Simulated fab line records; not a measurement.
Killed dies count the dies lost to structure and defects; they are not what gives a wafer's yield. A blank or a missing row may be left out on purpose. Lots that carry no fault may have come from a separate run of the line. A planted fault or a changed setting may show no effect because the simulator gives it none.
Comparing a struck lot with a sound one -- flow sky130 -- 21 out of 708 route steps
Sound: wafers L852.4, L852.5, L852.6. The struck wafers were L859.1, L859.4, L859.5. At the end, the cause is stated.
Each step with rows lists, per side, the tool, then ch with its chambers, then its first start. Under that, the readings that differ: sound wafers -- struck wafers -- difference of the means -- sigmas: that difference in standard deviations of wafers without a fault.
alike: words and numbers the same on both sides, and readings whose means are apart by under 2 such deviations; not compared: readings that were withheld, readings missing a value for some wafer, numbers with overlapping values and no deviation given by the record, and bounds like >300 which may hide the same value.
Wherever a step has rows on one side only, a row that says differs or no value, or a row with sigmas, the two part there. Numbers that have no deviation but don't overlap get no sigmas and don't part them. A reading that every wafer of one side lacks parts them only if that side has two wafers or more.

SKY_VIA4_RS_MEAS_19: a four-point-probe measurement.
  sound on film_metro-02 at day 45 12:43; struck on film_metro-02 at day 46 15:08
  alike: VIA4_W_RS
SKY_VIA4_THK_MEAS_20: measures by xrf.
  sound on film_metro-02 at day 45 12:49; struck on film_metro-02 at day 46 15:15
  alike: VIA4_W_THK
then, 1 step without rows for these wafers: SKY_VIA4_CMP_21 (polishes, stops on SiO2, t overpolish 25 s, target thk 0 nm).
SKY_METAL5_SPUTTER_00: material Ti, target thk 15 nm, time 10 s.
  sound on pvd_sputter-02 at day 45 13:50; struck on pvd_sputter-02 at day 46 15:37
  alike: throttle_valve_pct
SKY_METAL5_SPUTTER_01: material TiN, target thk 20 nm, time 16.7 s.
  sound on pvd_sputter-02 at day 45 13:52; struck on pvd_sputter-02 at day 46 15:38
  alike: throttle_valve_pct
SKY_METAL5_SPUTTER_02: material AlCu, target thk 1150 nm, time 61.2 s.
  sound on pvd_sputter-02 at day 45 13:53; struck on pvd_sputter-02 at day 46 15:40
  alike: throttle_valve_pct
then, 1 step without rows for these wafers: SKY_METAL5_SPUTTER_03 (material Ti, target thk 5 nm, time 3.3 s).
SKY_METAL5_SPUTTER_04: material TiN, target thk 70 nm, time 58.3 s.
  sound on pvd_sputter-02 at day 45 13:57; struck on pvd_sputter-02 at day 46 15:44
  alike: throttle_valve_pct
SKY_METAL5_RS_MEAS_05: a four-point-probe measurement.
  sound on film_metro-03 at day 45 14:04; struck on film_metro-02 at day 46 15:47
reading,sound,struck,difference,sigmas
METAL5_ALCU_RS (ohm/sq),0.0271 0.0271 0.0270,0.0263 0.0262 0.0262,-0.0008,-2
SKY_METAL5_THK_MEAS_06: measures by xrf.
  sound on film_metro-03 at day 45 14:09; struck on film_metro-02 at day 46 15:54
reading,sound,struck,difference,sigmas
METAL5_ALCU_THK (nm),1153 1152 1160,1193 1205 1198,+44,+3
then, 2 steps without rows for these wafers: SKY_METAL5_DEHYDRATE_07 (time 60 s); SKY_METAL5_HMDS_08 (prime time 60 s).
SKY_METAL5_COAT_09: resist thk 1800 nm.
  sound on litho_track-04 ch 0, day 46 00:24; struck on litho_track-03 ch 0, day 47 01:11
reading,sound,struck,difference,sigmas
spin_speed_rpm (rpm),3000.8 2999.6 2998.6,2870.5 2873.0 2870.9,-128.2,-75
model.NOVOLAK_of_METAL5_COAT_09.thk_nm (nm),1800 1801 1793,1836 1841 1842,+42,
then, 5 steps without rows for these wafers: SKY_METAL5_SOFTBAKE_10 (time 60 s); SKY_METAL5_EXPOSE_11 (exposes mask MM5, target cd 1600 nm); SKY_METAL5_PEB_12; SKY_METAL5_DEVELOP_13 (develop time 60 s); SKY_METAL5_DESCUM_14 (chemistry O2, time 11 s).
SKY_METAL5_METAL_ETCH_15: etches the open film in Cl2/BCl3, stops on SiO2, target depth 1260 nm, time 252 s.
  sound on rie_metal-03 ch 0,1, day 46 10:21; struck on rie_metal-03 ch 1, day 47 10:13
reading,sound,struck,difference,sigmas
model.NOVOLAK_of_METAL5_COAT_09.thk_nm (nm),1033 1036 1004,1048 1053 1056,+28,
  alike: bcl3_flow_sccm, drypump_motor_current_A, oes_product_au, throttle_valve_pct
  not compared: rf_hours_counter_h
SKY_METAL5_STRIP_16: strips in O2/N2.
  sound on plasma_asher-03 ch 0,1, day 46 10:32; struck on plasma_asher-03 ch 1, day 47 10:26
  alike: drypump_motor_current_A, n2_flow_sccm, oes_product_au, strip_time_to_endpoint_s
  not compared: rf_hours_counter_h
SKY_PAD_OPEN_PROBE_99:
  sound on prober-02 at day 48 05:12; struck on prober-01 at day 49 05:21
  alike: defect_limited_yield, killed_at_M0_to_M3, killed_at_M4_up, killed_at_contacts, killed_at_front_end, killed_at_other, killed_dies, killed_open, killed_short, sort_bin_3_pad_short, sort_bin_5_function, sort_bin_6_memory, sort_n_pass, sort_yield_pct

== WHERE THEY PART ==
Earliest at SKY_METAL5_RS_MEAS_05; latest, in this record, at SKY_METAL5_COAT_09. Later steps at which nothing parts them and some readings are alike: SKY_METAL5_METAL_ETCH_15, SKY_METAL5_STRIP_16, SKY_PAD_OPEN_PROBE_99.

WHY: the cause the simulator had injected
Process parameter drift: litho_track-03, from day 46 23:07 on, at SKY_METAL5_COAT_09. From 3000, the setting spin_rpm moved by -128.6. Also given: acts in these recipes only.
